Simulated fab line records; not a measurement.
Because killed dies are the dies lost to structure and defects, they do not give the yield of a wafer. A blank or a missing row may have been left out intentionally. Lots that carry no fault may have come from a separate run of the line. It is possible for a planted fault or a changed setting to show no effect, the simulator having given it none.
The same fault as seen by 2 desks || flow sky130 || numbers are kept per desk, each desk with only its own; the story behind them comes last

## TOOL OWNER'S DESK, furnace-02
The tool's own readings at SKY_GATE_OXIDE_OXIDATION_16 (stabilise 600 s, purge 300 s, target thk 3.57 nm): means of the sampled wafers that have a number, for each lot that ran on this tool. The brackets show how far a lot's mean lies from the usual mean; more than 4 standard deviations puts the lot out of limits, marked OUT.
Columns: A = ox temp c max at SKY_GATE_OXIDE_OXIDATION_16, usual 805.0; B = spike tc top C at SKY_GATE_OXIDE_OXIDATION_16, usual 810.4 C
{"lot": "L775", "first seen here": "day 17 14:47", "A": 807.2, "B": 808.0}
{"lot": "L778", "first seen here": "day 18 17:22", "A": 806.7, "B": 808.6}
{"lot": "L779", "first seen here": "day 18 20:24", "A": 806.6, "B": 807.7}
This desk's finding: nothing out of limits on any of the 3 lots.

## AT THE METROLOGY DESK
What the gauges read, lot by lot, whatever tool the lot ran on: means of the sampled wafers that have a number. The brackets show how far a lot's mean lies from the usual mean; more than 4 standard deviations puts the lot out of limits, marked OUT.
Columns: A = GATE_OXIDE_OVL at SKY_GATE_OXIDE_OVL_MEAS_10, usual -0.5 nm; B = GATE_OXIDE_TW at SKY_GATE_OXIDE_TW_MEAS_14, usual 224
{"lot": "L775", "first seen here": "day 17 13:55", "A": -1.4, "B": 230}
{"lot": "L776", "first seen here": "day 18 00:29", "A": -1.3, "B": 227}
{"lot": "L777", "first seen here": "day 18 03:56", "A": -1.0, "B": 222}
{"lot": "L778", "first seen here": "day 18 15:41", "A": -1.5, "B": 219}
{"lot": "L779", "first seen here": "day 18 19:31", "A": -1.0, "B": 219}
{"lot": "L783", "first seen here": "day 20 04:52", "A": 0.4, "B": 221}
This desk's finding: nothing out of limits on any of the 6 lots.

## BROUGHT TOGETHER
Nothing out of limits was seen by the tool owner's desk.
At the metrology desk, nothing out of limits was observed.

## WHAT THE SIMULATOR HAD PUT IN
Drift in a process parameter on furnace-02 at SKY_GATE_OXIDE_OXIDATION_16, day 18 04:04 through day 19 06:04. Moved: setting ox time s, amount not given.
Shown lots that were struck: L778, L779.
